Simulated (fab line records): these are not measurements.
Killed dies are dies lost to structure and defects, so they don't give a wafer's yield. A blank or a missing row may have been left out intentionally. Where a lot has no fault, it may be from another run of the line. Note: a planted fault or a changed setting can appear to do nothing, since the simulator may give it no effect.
fab line records	flow sky130
[record] lots = 4	wafers = 12	last-day = 50
route steps=708 shown METAL1@448 VIA1@458 METAL2@483 PAD_OPEN@708
lots that met no fault: taken from a fault-free run of the same line
start-h: the number of hours between the record's first day and the start of the first shown wafer of the lot	wait-h: time in hours since the lot's previous step	" repeats the value in the row above	L1.1+2: a single row standing in for several wafers	- no value, or no start was given	* or withheld: withheld	< > ~ a bound
route shown NAME@n: names a module that has steps shown in the file, with the first one's number in the route	usual: mean/standard deviation of fault-free wafers	same: alike in all rows	chamber/n: place in a boat	sites: per-site readings	_std_site: standard deviation across them	_edge_site: outer sites' mean less inner sites'	radius-mm: how far each site lies from the wafer's centre	mask NAME#n: copy n	behind: the last tool/chamber to shape the wafer	hold: why the lot went on hold/how many hours it stayed there/how the hold came to an end	device: the n, p or np transistor that did not switch	end of line: at the end of the route, the tests of the same wafers	a step with no rows: only its recipe	killed: dies that structure and defects cost at the first sort, which is not the same as the wafer's yield	map: the dies of a wafer, with x for killed, . for not killed, _ for no die there
set.NAME: setting as actually run; set.NAME@STEP: the setting as run at that earlier step	model.NAME: the simulator's own value behind a step, which no gauge read
certain route steps with their lots: each step a table, each wafer a row
services: when a tool's chamber went out of use (start-h, in hours from the record's first day, below 0 if earlier), for how many hours, and the reason
[[steps]]
[step SKY_METAL1_DEVELOP_14]
[recipe] develop-time-s = 60	resist = KrF-thick	dev-temp-c = 21
[step SKY_METAL1_DESCUM_17]
[recipe] chemistry = O2	source-power-w = 150	bias-power-w = 0	pressure-mtorr = 10	temp-c = 40	time-s = 8
[step SKY_METAL1_ETCH_18]
[recipe] chemistry = N2/H2	target = BARC	ion-energy-ev = 200	bias-w = 100	pressure-mtorr = 30	n2-flow-sccm = 100	h2-flow-sccm = 200	icp-w = 500	stop-on = SiO2	time-s = 45.9	target-depth-a = 600
[step SKY_METAL1_METAL_ETCH_19]
[recipe] target-depth-a = 3600	stop-on = SiO2	over-etch-frac = 0.3	time-s = 78	chemistry = Cl2/BCl3	resist-sidewall-deg = 88	pressure-mtorr = 10	icp-w = 900	bias-w = 48.5	Cl2_flow_sccm = 60	bcl3-flow-sccm = 30
[step SKY_METAL1_STRIP_20]
[recipe] chemistry = O2/N2	power-w = 1400	pressure-mtorr = 1500	platen-temp-c = withheld	o2-flow-sccm = 3000	n2-flow-sccm = 300	overash-fraction = 0.5
[step SKY_METAL1_STRIP_21]
[recipe] chemistry = post-etch-residue-remover	time-s = 1200	temp-c = 72.5
[step SKY_METAL1_CLEAN_22]
[recipe] chemistry = IPA	time-s = 180	temp-c = 25
[step SKY_METAL1_CLEAN_23]
[recipe] chemistry = O3/DIW	dry = n2-spin
[step SKY_VIA1_HDPCVD_00]
[recipe] material = SiO2	target-thk-nm = 1030	sigma-open-frac = 0.3	time-s = 171.7	temp-c = 400	sih4-flow-sccm = 60	pressure-mtorr = 6
[step SKY_VIA1_CMP_02]
[recipe] material = SiO2	down-force-psi = 4	platen-rpm = 60	pad-velocity-m-s = 0.94248
[usual] motor-current-A = 12.6/1
lot.wafer	tool	chamber	start-h	wait-h	motor-current-A
L693.4	cmp-02	0	773.60	0.1	13.7
L693.2	"	1	"	"	11.7
L693.3	"	2	"	"	11.4
L702.4	cmp-01	2	849.19	0.0	13.0
L702.3	"	1	"	"	12.6
L702.5	"	3	"	"	11.6
L714.2	cmp-02	2	927.14	0.0	11.2
L714.1	"	0	"	"	13.1
L714.6	"	2	"	"	11.6
L715.2	cmp-02	0	945.49	0.0	13.0
L715.4	"	3	"	"	12.4
L715.6	"	0	"	"	13.7
[step SKY_VIA1_DEHYDRATE_04]
[recipe] temp-c = 200	time-s = 60
[step SKY_VIA1_HMDS_05]
[recipe] prime-time-s = 60	prime-temp-c = 120
[step SKY_VIA1_COAT_06]
[recipe] resist = BARC	temp-c = withheld	time-s = withheld	spin-rpm = 3000	resist-thk-nm = 60
[step SKY_VIA1_COAT_07]
[recipe] resist = KrF-thick	spin-rpm = 3000	resist-thk-nm = 450
[step SKY_VIA1_SOFTBAKE_08]
[recipe] temp-c = 100	time-s = 90	resist = KrF-thick
[step SKY_VIA1_EXPOSE_09]
[recipe] mask-id = VIM	na = 0.8	source-shape = annular	sigma-inner = 0.55	sigma-outer = 0.85	target-cd-nm = 150	dose-mj = 38
[step SKY_VIA1_PEB_10]
[recipe] peb-temp-c = withheld	peb-time-s = withheld	resist = KrF-thick
[step SKY_VIA1_DEVELOP_11]
[recipe] develop-time-s = 60	resist = KrF-thick	dev-temp-c = 21
[step SKY_VIA1_ETCH_14]
[recipe] chemistry = N2/H2	target = BARC	ion-energy-ev = 200	source-w = 500	bias-w = 100	pressure-mtorr = 30	n2-flow-sccm = 100	h2-flow-sccm = 200	stop-on = SiO2	time-s = 45.9	target-depth-a = 600
[step SKY_VIA1_ETCH_15]
[recipe] target = SiO2	chemistry = C4F8/O2/Ar	target-depth-nm = 351	stop-on = TiN	mask-material = KrF-thick	source-w = 1500	bias-w = 1200	pressure-mtorr = 40	c4f8-flow-sccm = withheld	O2_flow_sccm = 6	Ar_flow_sccm = 300	time-s = 55.82
[step SKY_VIA1_STRIP_16]
[recipe] chemistry = O2/N2	power-w = 1400	pressure-mtorr = 1500	platen-temp-c = withheld	o2-flow-sccm = 3000	n2-flow-sccm = 300	overash-fraction = 0.5
[step SKY_VIA1_STRIP_17]
[recipe] chemistry = post-etch-residue-remover	time-s = 1200	temp-c = 72.5
[step SKY_VIA1_CLEAN_18]
[recipe] chemistry = IPA	time-s = 180	temp-c = 25
[step SKY_VIA1_CLEAN_19]
[recipe] chemistry = O3/DIW	dry = n2-spin
[step SKY_VIA1_SPUTTER_20]
[recipe] material = TiN	target-thk-nm = 20	chamber-pressure-pa = 5	power-w = 4000	time-s = 80
[step SKY_VIA1_CVD_21]
[recipe] material = W	target-thk-nm = 270	time-s = 80.902	temp-c = 400	pressure-torr = 40
[step SKY_VIA1_CMP_24]
[recipe] stop-on = SiO2	t-overpolish-s = 15	down-force-psi = 3.5	platen-rpm = 60	target-thk-nm = 0	pad-velocity-m-s = 0.94248
[step SKY_METAL2_SPUTTER_00]
[recipe] material = Ti	target-thk-nm = 15	power-w = 3000	time-s = 10	chamber-pressure-pa = 0.4
[step SKY_METAL2_SPUTTER_01]
[recipe] material = TiN	target-thk-nm = 20	power-w = 6500	time-s = 16.7	chamber-pressure-pa = 0.4
[step SKY_METAL2_SPUTTER_02]
[recipe] material = AlCu	target-thk-nm = 250	power-w = 10600	time-s = 13.3	chamber-pressure-pa = 0.4
[step SKY_METAL2_SPUTTER_03]
[recipe] material = Ti	target-thk-nm = 5	power-w = 3000	time-s = 3.208	chamber-pressure-pa = 0.4
[step SKY_METAL2_SPUTTER_04]
[recipe] material = TiN	target-thk-nm = 70	power-w = 6500	time-s = 58.3	chamber-pressure-pa = 0.4
[step SKY_PAD_OPEN_PROBE_99]
[usual] defect-limited-yield = 82.2/1.9	killed_at_M0_to_M3 = 43/6.3	killed_at_M4_up = 3.3/1.7	killed-at-contacts = 24/5.4	killed-at-front-end = 16/4.6	killed-at-other = 0.4/0.7	killed-dies = 87/9.4	killed-on-rim = 17/3.9	killed-open = 47/6.9	killed-short = 39/6.1	sort_bin_3_pad_short = 0.9/0.45	sort_bin_5_function = 10.6/1.5	sort_bin_6_memory = 6.3/1.2	sort-n-pass = 405/9.4	sort-yield-pct = 82.2/1.9
[same] gross-dies = 492	killed-at-back-side = 0	sort_bin_4_leakage[%] = 0	sort_bin_8_speed[%] = 0
lot.wafer	tool	chamber	start-h	wait-h	defect-limited-yield[%]	killed_at_M0_to_M3	killed_at_M4_up	killed-at-contacts	killed-at-front-end	killed-at-other	killed-dies	killed-on-rim	killed-open	killed-short	sort_bin_3_pad_short[%]	sort_bin_5_function[%]	sort_bin_6_memory[%]	sort-n-pass	sort-yield-pct[%]	model.etest.tester.sort-n-pass	model.etest.tester.sort-yield-pct	model.etest.tester.sort_bin_5_pct	model.etest.tester.sort_bin_6_pct	model.etest.tester.sort_bin_3_pct
L693.2	prober-02	-	1086.25	0.1	80.7	51	2	27	14	1	95	19	53	41	1.2	11.2	6.9	397	80.7	397	80.69	11.18	6.911	1.22
L693.3	prober-02	-	1086.30	0.2	83.3	42	2	25	12	1	82	17	50	32	0.2	12.0	4.5	410	83.3	410	83.33	11.99	4.472	0.2033
L693.4	prober-02	-	1086.35	0.2	80.9	51	2	23	18	0	94	20	51	43	0.4	11.4	7.3	398	80.9	398	80.89	11.38	7.317	0.4065
L702.3	prober-02	-	1140.41	0.2	80.9	44	3	18	29	0	94	19	52	38	1.0	13.2	4.9	398	80.9	398	80.89	13.21	4.878	1.016
L702.4	prober-02	-	1140.46	0.2	80.3	38	1	28	30	0	97	17	45	48	1.6	11.8	6.3	395	80.3	395	80.28	11.79	6.301	1.626
L702.5	prober-02	-	1140.51	0.2	80.5	40	5	31	18	2	96	13	54	41	0.4	12.0	7.1	396	80.5	396	80.49	11.99	7.114	0.4065
L714.1	prober-01	-	1192.68	0.1	54.3	178	3	23	21	0	225	50	51	35	2.2	27.8	15.7	267	54.3	267	54.27	27.85	15.65	2.236
L714.2	prober-01	-	1192.73	0.1	59.8	165	1	21	11	0	198	40	32	41	2.4	24.2	13.6	294	59.8	294	59.76	24.19	13.62	2.439
L714.6	prober-01	-	1192.93	0.2	58.7	172	2	16	13	0	203	46	35	32	1.6	27.0	12.6	289	58.7	289	58.74	27.03	12.6	1.626
L715.2	prober-01	-	1204.03	0.1	59.1	175	2	18	6	0	201	31	40	30	3.5	25.0	12.4	291	59.1	291	59.15	25	12.4	3.455
L715.4	prober-01	-	1204.13	0.2	58.3	161	1	23	20	0	205	26	31	40	3.9	24.6	13.2	287	58.3	287	58.33	24.59	13.21	3.862
L715.6	prober-01	-	1204.23	0.2	62.2	147	5	22	12	0	186	36	37	36	3.0	22.4	12.4	306	62.2	306	62.2	22.36	12.4	3.049
// killed by level:class
L693.2 CONTACT:geometric-particle:open=10 METAL1:geometric-particle:short=9 VIA1:geometric-particle:open=9 LI_CONTACT:geometric-particle:open=8 VIA3:geometric-particle:open=7 VIA2:geometric-particle:open=7 FIELD_ISO:geometric-particle:open=5 METAL2:geometric-particle:short=5
L693.3 CONTACT:geometric-particle:open=11 VIA3:geometric-particle:open=10 LI_CONTACT:geometric-particle:open=10 METAL1:geometric-particle:short=6 VIA1:geometric-particle:open=5 VIA2:geometric-particle:open=5 POLY_GATE:geometric-particle:open=4 METAL2:geometric-particle:short=4
L693.4 VIA1:geometric-particle:open=9 VIA3:geometric-particle:open=9 FIELD_ISO:geometric-particle:open=6 LI_CONTACT:geometric-particle:open=6 METAL1:geometric-particle:short=6 METAL2:geometric-particle:short=6 VIA3:geometric-particle:short=6 CONTACT:geometric-particle:short=5
L702.3 VIA1:geometric-particle:open=13 POLY_GATE:geometric-particle:open=10 VIA1:geometric-particle:short=9 LI_CONTACT:geometric-particle:open=8 FIELD_ISO:geometric-particle:open=6 METAL2:geometric-particle:short=4 VIA2:geometric-particle:open=4 VIA3:geometric-particle:short=4
L702.4 LI_CONTACT:geometric-particle:open=13 FIELD_ISO:geometric-particle:short=10 VIA1:geometric-particle:open=10 VIA2:geometric-particle:short=6 CONTACT:geometric-particle:open=5 CONTACT:geometric-particle:short=5 METAL1:geometric-particle:short=5 FIELD_ISO:geometric-particle:open=4
L702.5 CONTACT:geometric-particle:open=11 VIA1:geometric-particle:open=10 LI_CONTACT:geometric-particle:open=9 VIA2:geometric-particle:open=8 VIA3:geometric-particle:open=7 POLY_GATE:geometric-particle:short=6 LOCAL_INTERCONNECT:geometric-particle:short=6 FIELD_ISO:geometric-particle:short=5
L714.1 VIA1:unspecified=139 POLY_GATE:geometric-particle:open=9 CONTACT:geometric-particle:open=9 VIA1:geometric-particle:open=8 LI_CONTACT:geometric-particle:open=7 VIA1:geometric-particle:short=7 VIA3:geometric-particle:open=7 POLY_GATE:geometric-particle:short=6
L714.2 VIA1:unspecified=125 CONTACT:geometric-particle:open=8 VIA1:geometric-particle:open=8 METAL1:geometric-particle:short=7 LOCAL_INTERCONNECT:geometric-particle:short=6 VIA3:geometric-particle:short=6 METAL2:geometric-particle:short=6 VIA2:geometric-particle:open=4
L714.6 VIA1:unspecified=136 VIA1:geometric-particle:open=8 CONTACT:geometric-particle:open=7 POLY_GATE:geometric-particle:open=6 METAL2:geometric-particle:short=5 VIA1:geometric-particle:short=4 VIA2:geometric-particle:open=4 METAL3:geometric-particle:short=4
L715.2 VIA1:unspecified=131 VIA1:geometric-particle:open=9 CONTACT:geometric-particle:open=8 METAL1:geometric-particle:short=7 VIA3:geometric-particle:open=6 METAL2:geometric-particle:short=6 METAL2:geometric-particle:open=5 VIA2:geometric-particle:open=5
L715.4 VIA1:unspecified=134 VIA3:geometric-particle:open=9 FIELD_ISO:geometric-particle:short=6 FIELD_ISO:geometric-particle:open=5 LI_CONTACT:geometric-particle:open=5 LOCAL_INTERCONNECT:geometric-particle:short=5 CONTACT:geometric-particle:short=5 CONTACT:geometric-particle:open=5
L715.6 VIA1:unspecified=113 LI_CONTACT:geometric-particle:open=10 VIA3:geometric-particle:open=8 CONTACT:geometric-particle:open=5 METAL1:geometric-particle:short=5 METAL2:geometric-particle:short=5 VIA2:geometric-particle:open=5 POLY_GATE:geometric-particle:short=4
// map L714.1 (x killed, . not)
__________x.xxxxxx.._________
________xxx.xxx.x..x.x_______
______.xx..x...x..x...xx_____
_____..x.xxx..xxxx.....x.____
____xx.x......x...x..xx..x___
___x....xx..xx.......xx....__
__..x..xx..xxxxxxx.x....x.xx_
_.xxx..x..x.xxxxx.x...x.x.x..
_.xx..xx.xxxxxx.xxx.....x..xx
_xxx..xx..x.....xx.xx..xxxx..
_x.x.x.x.x.xxx..x.x..x..x.xx.
_.x.x...x..x.x..x.x....x.xxxx
_.x...xx..x..xx.xxx.xx..x...x
_.x...xx.x..xxx......x..x.xx.
_xxxx......xx......xxxxxxxx..
__xxx...x....x..x....xxx..xx_
___x.x.xxx.xx.x.x.x...x..xx__
____x.x.....xx.xxx..xx..x.___
_____x...x............xx.____
______.x...xxx.x...xx.x._____
________xxxx..x.x.xx.._______
__________...xx....._________
// map L715.4 (x killed, . not)
__________.x..x....x_________
________....x...xx...._______
______.x.x..x...xx..x..._____
_____..x..x.....xxxx.x..x____
____xx.x..xxxx.x.x..xx....___
___......x.x..xx.x..xxxxx..__
__x...xxxx.x....x.xx...xx..._
_..x.xx.x...xx..x....x.xx...x
_...x...x...x..xxx.x.....xxx.
_.xxx..xx..xxxxx.xx.xxxxx.xx.
_xxx.xx.xx.x.xxxx.x.xx....x..
_.xx.xx...x....x.x.x...x.xxx.
_.....x....x.xxx.x.x..xx.....
_..xx..xx.x.x.xxx......xx..x.
_x..x..x...x.....x.xxx...x...
__.xx...xxx....xxxx..x.x...x_
___.xxx.x..x..x.xx....xx...__
____......xx.x.x.x...x.xxx___
_____.x..x.xx.x........x.____
______x..x.xxx..xx..xx.x_____
________.x..xx.x....x._______
__________..x....xx._________
[[services]]
tool	chamber	start-h	hours	kind
cmp-02	-	767.86	0.8	repair
cmp-02	-	811.29	5.5	pm
cmp-01	-	879.76	11.5	repair
cmp-01	-	904.95	2.4	repair
cmp-01	-	912.00	4.0	pm
cmp-01	-	916.00	-	consumable-replace:conditioner
cmp-01	-	916.00	-	consumable-replace:pad
cmp-01	-	932.72	3.7	repair
cmp-02	-	941.84	3.0	repair
[[key]]
[first-sign] step = SKY_PAD_OPEN_PROBE_99	reading = killed_at_M0_to_M3	direction = up	sigmas = 20	usual = 43	struck = 166
[effect] step = SKY_PAD_OPEN_PROBE_99	reading = defect-limited-yield	direction = down	sigmas = 12	usual = 82.2	struck = 58.7
[model-effect] step = SKY_PAD_OPEN_PROBE_99	value = etest.tester.sort-n-pass	without = 408.5	struck = 289
met-at SKY_VIA1_CMP_02
struck-wafers L714.1,L714.2,L714.6,L715.2,L715.4,L715.6
onset-between 773.60 927.14
also-fits time
[fault] kind = chamber-particle-source	tool = cmp-02	chamber = -	onset-h = 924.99	steps = SKY_VIA1_CMP_02	rate-per-visit-cm2 = 0.63418	end-h = 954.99
